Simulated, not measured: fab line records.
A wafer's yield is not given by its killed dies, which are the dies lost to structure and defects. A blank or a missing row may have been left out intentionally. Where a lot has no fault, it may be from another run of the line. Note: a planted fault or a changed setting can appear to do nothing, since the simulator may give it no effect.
A single fault, viewed from 2 desks ; flow sky130 ; each desk has only its own numbers; what lay behind them comes last

FOR THE TOOL OWNER'S DESK: plasma-asher-03
The tool's own readings at SKY_NWELL_STRIP_14 (strips in O2/N2): means of the sampled wafers that have a number, for each lot that ran on this tool. A lot is out of limits, marked OUT, if its mean lies more than 4 standard deviations from the usual mean; the brackets give that distance.
Columns: A = drypump-motor-current-A at SKY_NWELL_STRIP_14, usual 5.7 A; B = oes-product-au at SKY_NWELL_STRIP_14, usual 0.723 a.u.; C = strip-time-to-endpoint-s at SKY_NWELL_STRIP_14, usual 36.94 s
lot;first seen here;A;B;C
L843;day 5 15:56;5.8;0.727;36.89
L844;day 5 21:21;6.0;0.930 (+42) OUT;-
L855;day 9 03:01;5.9;0.722;36.71
L856;day 9 06:25;5.9;0.722;36.87
L858;day 9 12:43;5.9;0.723;36.80
Finding of this desk: L844 out of limits; the first was L844 at day 5 21:21, on oes-product-au at SKY_NWELL_STRIP_14. L843, L855, L856, L858: within limits.

AT THE METROLOGY DESK
Lot by lot, what the gauges showed, no matter which tool ran the lot: averages of those sampled wafers that carry a number. A lot is out of limits, marked OUT, if its mean lies more than 4 standard deviations from the usual mean; the brackets give that distance.
Columns: A = INCOMING_BOW at SKY_FIELD_ISO_BOW_MEAS_00, usual 1 um; B = FIELD_ISO_OXIDATION_00_THK at SKY_FIELD_ISO_THK_MEAS_02, usual 12.11 nm; C = NWELL_TW at SKY_NWELL_TW_MEAS_15, usual 1837; D = NWELL_2_TW at SKY_NWELL_TW_MEAS_26, usual 500
lot;first seen here;A;B;C;D
L838;day 1 10:02;-9;12.25;1821;497
L842;day 2 06:00;2;11.94;1827;495
L843;day 2 11:00;4;11.92;1855;500
L844;day 2 16:00;-1;12.28;1857;31 (-99 or more) OUT
L846;day 3 02:02;-2;12.28;1851;498
L854;day 4 18:01;-0;12.36;1845;499
L855;day 4 23:00;-3;12.05;1847;505
L856;day 5 04:02;2;11.95;1832;507
L858;day 5 14:02;3;11.97;1822;505
L859;day 5 19:00;5;12.23;1831;492
L860;day 6 00:00;-0;11.54;1843;499
This desk's finding: out of limits on L844; first on L844, day 6 16:00 (NWELL_2_TW at SKY_NWELL_TW_MEAS_26). L838, L842, L843, L846, L854, L855, L856, L858, L859, L860: within limits.

BROUGHT TOGETHER
On L844, at day 5 21:21, an alarm was possible from the tool owner's desk.
On L844, the metrology desk was in a position to raise an alarm at day 6 16:00.
The lots listed all ran SKY_NWELL_STRIP_14 on plasma-asher-03.

WHAT THE SIMULATOR HAD INSERTED
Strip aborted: plasma-asher-03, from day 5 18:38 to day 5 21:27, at SKY_NWELL_STRIP_14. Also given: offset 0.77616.
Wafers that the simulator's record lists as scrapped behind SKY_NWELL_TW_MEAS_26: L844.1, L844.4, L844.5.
Shown lots that were struck: L844.
Counting hours from when the fault started, the first reading out of limits came at 3 for the tool owner's desk and at 21 for the metrology desk.
